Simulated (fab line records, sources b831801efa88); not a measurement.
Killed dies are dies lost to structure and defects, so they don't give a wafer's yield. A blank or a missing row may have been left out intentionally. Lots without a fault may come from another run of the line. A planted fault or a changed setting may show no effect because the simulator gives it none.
fab line records	flow sky130
[record] lots = 4	wafers = 12	last_day = 48
route steps=708 shown POLY_CUT@317 SD_P@320 RES_XHIGH@332 SD_N@342 PAD_OPEN@708
lots with no fault: from the same line, run without faults
start_h: hours from the record's first day to the start of the lot's first wafer shown	wait_h: time in hours since the lot's previous step	" unchanged from the row above	L1.1+2: several wafers, shown together as one row	- value missing, or start not given	* or withheld: withheld	< > ~ a bound
route shown NAME@n: a module of which the file shows steps, and the number in the route of the first	usual: mean/standard deviation taken from wafers without a fault	same: alike in all rows	chamber/n: place in a boat	sites: readings site by site	_std_site: the standard deviation of these	_edge_site: the outer-site mean with the inner-site mean subtracted	radius_mm: how far each site lies from the wafer's centre	mask NAME#n: copy n	behind: tool/chamber where the wafer was last shaped	hold: why the lot was held/for how many hours/how that ended	device: names the non-switching transistor (n, p or np)	end of line: the route-end tests of the same wafers	a step without rows: its recipe alone	killed: dies that structure and defects cost at the first sort, which is not the same as the wafer's yield	map: the dies of a wafer, with x for killed, . for not killed, _ for no die there
set.NAME: the setting the step ran with; set.NAME@STEP: the setting that earlier step ran with	model.NAME: the simulator's own value behind a step, which no gauge read
lots seen at some steps along the route; tables by step, rows by wafer
services: from which hour (start_h, from the record's first day; less than 0 if before it) a tool's chamber was out of use, for how many hours, and why
[[steps]]
[step SKY_POLY_CUT_ETCH_10]
[recipe] chemistry = N2/H2	target = BARC	ion_energy_ev = 200	source_w = 500	bias_w = 100	pressure_mtorr = 30	n2_flow_sccm = 100	h2_flow_sccm = 200	stop_on = SiO2	time_s = 45.9	target_depth_a = 600
[step SKY_POLY_CUT_ETCH_11]
[recipe] target = Si3N4	chemistry = CF4/CH2F2/Ar	stop_on = poly-Si	source_w = 600	bias_w = 150	pressure_mtorr = 40	cf4_flow_sccm = 40	ch2f2_flow_sccm = 20	Ar_flow_sccm = 150	time_s = 42.5	target_depth_a = 600
[step SKY_POLY_CUT_STRIP_12]
[recipe] chemistry = O2/N2	power_w = 1400	pressure_mtorr = 1500	platen_temp_c = withheld	o2_flow_sccm = 3000	n2_flow_sccm = 300	overash_fraction = 0.5
[step SKY_SD_P_DEHYDRATE_00]
[recipe] temp_c = 200	time_s = 60
[step SKY_SD_P_HMDS_01]
[recipe] prime_time_s = 60	prime_temp_c = 120
[step SKY_SD_P_COAT_02]
[recipe] resist = NOVOLAK	spin_rpm = 3000	resist_thk_nm = 1140
[step SKY_SD_P_SOFTBAKE_03]
[recipe] temp_c = 90	time_s = 60	resist = NOVOLAK
[step SKY_SD_P_EXPOSE_04]
[recipe] mask_id = PSDM	na = 0.6	source_shape = conventional	sigma_outer = 0.6	polarization = unpolarized	target_cd_nm = 380	dose_mj = 138
[step SKY_SD_P_PEB_05]
[recipe] temp_c = withheld	time_s = *	resist = NOVOLAK
[step SKY_SD_P_DEVELOP_06]
[recipe] resist = NOVOLAK	developer = TMAH	develop_time_s = 60	dev_temp_c = 23
[step SKY_SD_P_IMPLANT_09]
[recipe] species = BF2	energy_kev = 20	dose_cm2 = 3e+15	tilt_deg = 0
[same] implant_ion_amu = 49
lot.wafer	tool	chamber	start_h	wait_h
L209.2+5+6	implanter-04	0	589.45	0.0
L213.1+5+6	implanter-04	0	628.20	0.0
L214.3+4+6	implanter-04	0	644.71	0.1
L224.1+3+6	implanter-01	0	716.50	0.0
[step SKY_SD_P_STRIP_10]
[recipe] chemistry = O2/N2	power_w = 1400	pressure_mtorr = 1500	platen_temp_c = withheld	o2_flow_sccm = 3000	n2_flow_sccm = 300	overash_fraction = 0.5
[usual] drypump_motor_current_A = 5.8/0.44	o2_flow_sccm = 3000/8.1	oes_product_au = 0.618/0.0046	strip_time_to_endpoint_s = 17.48/0.044
lot.wafer	tool	chamber	start_h	wait_h	drypump_motor_current_A	o2_flow_sccm	oes_product_au	rf_hours_counter_h	strip_time_to_endpoint_s
L209.2	plasma_asher-02	0	589.57	0.1	5.9	2996	0.617	45	17.49
L209.5	"	1	"	"	5.5	2998	0.617	-	17.43
L209.6	"	0	"	"	5.9	3007	0.618	-	17.48
L213.1	plasma_asher-02	0	628.35	0.1	5.9	3004	0.619	49	17.37
L213.5	"	1	"	"	5.5	2988	0.622	-	17.34
L213.6	"	0	"	"	5.9	3013	0.631	-	17.33
L214.3	plasma_asher-02	1	644.84	0.1	5.5	3002	0.620	-	17.35
L214.4	"	0	"	"	5.9	3010	0.623	-	17.27
L214.6	"	1	"	"	5.5	2990	0.617	-	17.31
L224.1	plasma_asher-01	1	716.65	0.1	6.3	2989	0.618	29	17.38
L224.3	"	1	"	"	6.3	2986	0.615	-	17.42
L224.6	"	0	"	"	4.9	3004	0.623	-	17.44
[step SKY_RES_XHIGH_DEHYDRATE_00]
[recipe] temp_c = 200	time_s = 60
[step SKY_RES_XHIGH_HMDS_01]
[recipe] prime_time_s = 60	prime_temp_c = 120
[step SKY_RES_XHIGH_COAT_02]
[recipe] resist = NOVOLAK	spin_rpm = 3000	resist_thk_nm = 1140
[step SKY_RES_XHIGH_SOFTBAKE_03]
[recipe] temp_c = 90	time_s = 60	resist = NOVOLAK
[step SKY_RES_XHIGH_EXPOSE_04]
[recipe] mask_id = URPM	na = 0.6	source_shape = conventional	sigma_outer = 0.6	polarization = unpolarized	target_cd_nm = 1270	dose_mj = 140
[step SKY_RES_XHIGH_PEB_05]
[recipe] temp_c = withheld	time_s = *	resist = NOVOLAK
[step SKY_RES_XHIGH_DEVELOP_06]
[recipe] resist = NOVOLAK	developer = TMAH	develop_time_s = 60	dev_temp_c = 23
[step SKY_RES_XHIGH_IMPLANT_07]
[recipe] species = BF2	energy_kev = 20	dose_cm2 = 3.6e+14	tilt_deg = 0
[step SKY_RES_XHIGH_STRIP_08]
[recipe] chemistry = O2/N2	power_w = 1400	pressure_mtorr = 1500	platen_temp_c = withheld	o2_flow_sccm = 3000	n2_flow_sccm = 300	overash_fraction = 0.5
[step SKY_SD_N_DEHYDRATE_00]
[recipe] temp_c = 200	time_s = 60
[step SKY_SD_N_HMDS_01]
[recipe] prime_time_s = 60	prime_temp_c = 120
[step SKY_SD_N_COAT_02]
[recipe] resist = NOVOLAK	spin_rpm = 3000	resist_thk_nm = 1140
[step SKY_SD_N_SOFTBAKE_03]
[recipe] temp_c = 90	time_s = 60	resist = NOVOLAK
[step SKY_SD_N_EXPOSE_04]
[recipe] mask_id = NSDM	na = 0.6	source_shape = conventional	sigma_outer = 0.6	polarization = unpolarized	target_cd_nm = 380	dose_mj = 141
[step SKY_SD_N_PEB_05]
[recipe] temp_c = withheld	time_s = *	resist = NOVOLAK
[step SKY_SD_N_DEVELOP_06]
[recipe] resist = NOVOLAK	developer = TMAH	develop_time_s = 60	dev_temp_c = 23
[step SKY_SD_N_IMPLANT_09]
[recipe] species = As	energy_kev = 50	dose_cm2 = 4e+15	tilt_deg = 0
[step SKY_SD_N_IMPLANT_10]
[recipe] species = P	energy_kev = 20	dose_cm2 = 1e+14	tilt_deg = 0
[step SKY_SD_N_STRIP_11]
[recipe] chemistry = O2/N2	power_w = 1400	pressure_mtorr = 1500	platen_temp_c = withheld	o2_flow_sccm = 3000	n2_flow_sccm = 300	overash_fraction = 0.5
[step SKY_SD_N_CLEAN_13]
[recipe] chemistry = SC1/SC2	mix = 1:4:20	temp_c = 70	time_s = 150	dry = n2_spin
[step SKY_SD_N_RTA_14]
[recipe] temp_c = 1075	time_s = 2	idle_temp_c = 650	ramp_up_c_per_s = 150	ramp_down_c_per_s = 90	ambient = N2
[step SKY_SD_N_RS_MEAS_17]
[recipe] thk_meas_gauge = four-point-probe
[usual] SD_P_RS = 147.2/0.42
lot.wafer	tool	chamber	start_h	wait_h	SD_P_RS[ohm/sq]
L209.2	film_metro-01	-	648.89	0.1	147.7
L209.5	"	-	"	"	147.9
L209.6	"	-	"	"	147.8
L213.1	film_metro-04	-	685.76	0.1	149.3
L213.5	"	-	"	"	149.3
L213.6	"	-	"	"	149.0
L214.3	film_metro-03	-	701.94	0.1	148.3
L214.4	"	-	"	"	148.6
L214.6	"	-	"	"	148.6
L224.1	film_metro-01	-	771.56	0.1	147.8
L224.3	"	-	"	"	148.1
L224.6	"	-	"	"	147.2
[step SKY_PAD_OPEN_PROBE_99]
[usual] killed_at_M0_to_M3 = 44/7.2	killed_at_M4_up = 3.4/2.1	killed_at_contacts = 24/5.5	killed_at_front_end = 15/4.6	killed_at_other = 0.4/0.64	killed_dies = 86/9.1	killed_open = 47/7.5	killed_short = 39/5.8
[same] gross_dies = 492	killed_at_back_side = 0
lot.wafer	tool	chamber	start_h	wait_h	killed_at_M0_to_M3	killed_at_M4_up	killed_at_contacts	killed_at_front_end	killed_at_other	killed_dies	killed_open	killed_short	model.etest.res_high_po.line_ohm_um	model.etest.licon_high_po.rc_ohm	model.etest.res_pdiff.line_ohm_um	model.etest.licon_pdiff.rc_ohm	model.etest.res_high_po.rs_ohm_sq	model.etest.res_high_po.rs_ohm_sq_range	model.etest.res_high_po.rs_ohm_sq_rim_less_centre	model.etest.res_pdiff_hv.rs_ohm_sq
L209.2	prober-02	-	1078.32	0.1	43	4	19	23	0	89	56	32	769.7	357.6	1356	577.1	266.4	9.488	-5.049	189.4
L209.5	prober-02	-	1078.47	0.2	35	3	27	17	4	86	53	29	782	361.3	1320	600.9	274	7.106	-1.672	190.6
L209.6	prober-02	-	1078.52	0.2	45	3	22	20	0	90	49	41	776.5	374.6	1328	609.1	270.5	10.79	-0.07585	189.7
L213.1	prober-02	-	1102.16	0.1	40	4	23	14	0	81	43	38	825.6	426.2	1424	614.9	285.2	27.67	-15.58	198.1
L213.5	prober-02	-	1102.36	0.2	39	8	19	13	0	79	40	39	823.3	414	1413	609.3	289.1	27.58	-15.96	196.8
L213.6	prober-02	-	1102.41	0.2	55	4	23	17	0	99	59	40	816.3	417.3	1391	631.5	290.6	34.73	-20.01	197.4
L214.3	prober-01	-	1114.82	0.2	30	4	26	18	1	79	46	33	826.5	413.6	1452	628.5	284.2	24.4	-10.57	201
L214.4	prober-01	-	1114.87	0.2	47	6	18	18	0	89	46	43	827	423.3	1464	614	287.8	26.14	-8.907	201.1
L214.6	prober-01	-	1114.97	0.2	56	1	11	12	0	80	48	32	803.1	420	1453	619	282.6	26.5	-9.995	202.8
L224.1	prober-01	-	1163.11	0.1	58	4	20	10	0	92	57	35	762.1	361	1399	590	267	6.776	-2.551	192.9
L224.3	prober-01	-	1163.21	0.2	45	1	20	22	0	88	47	41	740.1	359.7	1378	574.6	260.6	11.63	-7.684	192.3
L224.6	prober-01	-	1163.36	0.2	47	2	15	10	2	76	48	28	756.2	351.7	1382	616	263.7	8.899	-6.747	192.5
// killed by level:class
L209.2 VIA1:geometric_particle:open=10 CONTACT:geometric_particle:open=9 POLY_GATE:geometric_particle:open=7 VIA2:geometric_particle:open=7 METAL2:geometric_particle:short=6 FIELD_ISO:geometric_particle:open=5 VIA3:geometric_particle:open=5 POLY_GATE:geometric_particle:short=4
L209.5 CONTACT:geometric_particle:open=11 LI_CONTACT:geometric_particle:open=10 VIA1:geometric_particle:open=7 VIA3:geometric_particle:open=7 FIELD_ISO:geometric_particle:open=4 VIA2:geometric_particle:short=4 CONTACT:geometric_particle:short=4 METAL2:geometric_particle:short=4
L209.6 VIA1:geometric_particle:open=12 CONTACT:geometric_particle:open=11 LI_CONTACT:geometric_particle:open=7 VIA1:geometric_particle:short=5 VIA3:geometric_particle:open=5 FIELD_ISO:geometric_particle:open=4 FIELD_ISO:geometric_particle:short=4 POLY_GATE:geometric_particle:short=4
L213.1 VIA3:geometric_particle:open=9 LI_CONTACT:geometric_particle:open=8 VIA1:geometric_particle:open=8 METAL1:geometric_particle:short=6 FIELD_ISO:geometric_particle:short=5 CONTACT:geometric_particle:short=5 LOCAL_INTERCONNECT:geometric_particle:short=4 POLY_GATE:geometric_particle:open=3
L213.5 VIA1:geometric_particle:open=8 CONTACT:geometric_particle:open=7 VIA3:geometric_particle:open=7 POLY_GATE:geometric_particle:short=6 VIA1:geometric_particle:short=5 METAL4:geometric_particle:short=5 LOCAL_INTERCONNECT:geometric_particle:short=4 CONTACT:geometric_particle:short=4
L213.6 VIA1:geometric_particle:open=14 CONTACT:geometric_particle:open=11 VIA3:geometric_particle:open=10 FIELD_ISO:geometric_particle:open=5 CONTACT:geometric_particle:short=5 VIA1:geometric_particle:short=5 METAL2:geometric_particle:short=5 VIA2:geometric_particle:open=5
L214.3 CONTACT:geometric_particle:open=12 VIA2:geometric_particle:open=8 LOCAL_INTERCONNECT:geometric_particle:short=6 FIELD_ISO:geometric_particle:open=5 POLY_GATE:geometric_particle:open=5 VIA1:geometric_particle:open=5 LI_CONTACT:geometric_particle:open=4 VIA1:geometric_particle:short=4
L214.4 VIA1:geometric_particle:open=13 VIA2:geometric_particle:open=8 CONTACT:geometric_particle:open=7 METAL2:geometric_particle:short=7 CONTACT:geometric_particle:short=6 FIELD_ISO:geometric_particle:short=5 METAL1:geometric_particle:short=5 VIA3:geometric_particle:open=5
L214.6 VIA1:geometric_particle:open=11 VIA2:geometric_particle:open=10 VIA3:geometric_particle:open=8 VIA2:geometric_particle:short=7 METAL1:geometric_particle:short=7 VIA1:geometric_particle:short=5 FIELD_ISO:geometric_particle:open=4 METAL2:geometric_particle:short=4
L224.1 VIA1:geometric_particle:open=15 VIA2:geometric_particle:open=12 METAL2:geometric_particle:short=10 LI_CONTACT:geometric_particle:open=9 VIA3:geometric_particle:open=6 VIA1:geometric_particle:short=5 CONTACT:geometric_particle:open=4 METAL3:geometric_particle:short=4
L224.3 VIA1:geometric_particle:open=11 VIA2:geometric_particle:open=9 VIA1:geometric_particle:short=7 CONTACT:geometric_particle:open=7 FIELD_ISO:geometric_particle:short=6 FIELD_ISO:geometric_particle:open=5 POLY_GATE:geometric_particle:short=5 LI_CONTACT:geometric_particle:open=5
L224.6 VIA1:geometric_particle:open=13 VIA2:geometric_particle:open=13 VIA3:geometric_particle:open=6 CONTACT:geometric_particle:short=5 CONTACT:geometric_particle:open=5 FIELD_ISO:geometric_particle:open=3 METAL2:geometric_particle:short=3 VIA3:geometric_particle:short=3
[[services]]
tool	chamber	start_h	hours	kind
implanter-04	-	602.22	1.7	repair
implanter-01	-	607.43	3.7	repair
implanter-01	-	629.07	2.2	repair
implanter-04	-	707.14	4.0	pm
implanter-01	-	710.63	1.6	repair
[[key]]
[first_sign] step = SKY_SD_P_STRIP_10	reading = strip_time_to_endpoint_s	direction = down	sigmas = 3.5	usual = *	struck = *
[effect] step = SKY_SD_N_RS_MEAS_17	reading = SD_P_RS	direction = up	sigmas = 4.1	usual = 147.2	struck = 148.9
[model_effect] step = SKY_PAD_OPEN_PROBE_99	value = etest.res_high_po.line_ohm_um	without = 747.8	struck = 820.3
met_at SKY_SD_P_IMPLANT_09
struck_wafers L213.1,L213.5,L213.6,L214.3,L214.4,L214.6
tester_left_out L213,L214
onset_between 589.45 628.20
also_fits SKY_SD_P_STRIP_10:plasma_asher-02
[fault] kind = process_parameter_drift	tool = implanter-04	chamber = -	onset_h = 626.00	steps = SKY_SD_P_IMPLANT_09	channel = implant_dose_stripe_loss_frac	offset = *	shape = step	end_h = 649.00
// tester_left_out: of these lots the tester's yield and bins aren't shown, on N5 and GAA mostly nor the transistor test; their killed dies are dies lost to structure and defects alone, not to doping, threshold or leakage, so they don't give the yield
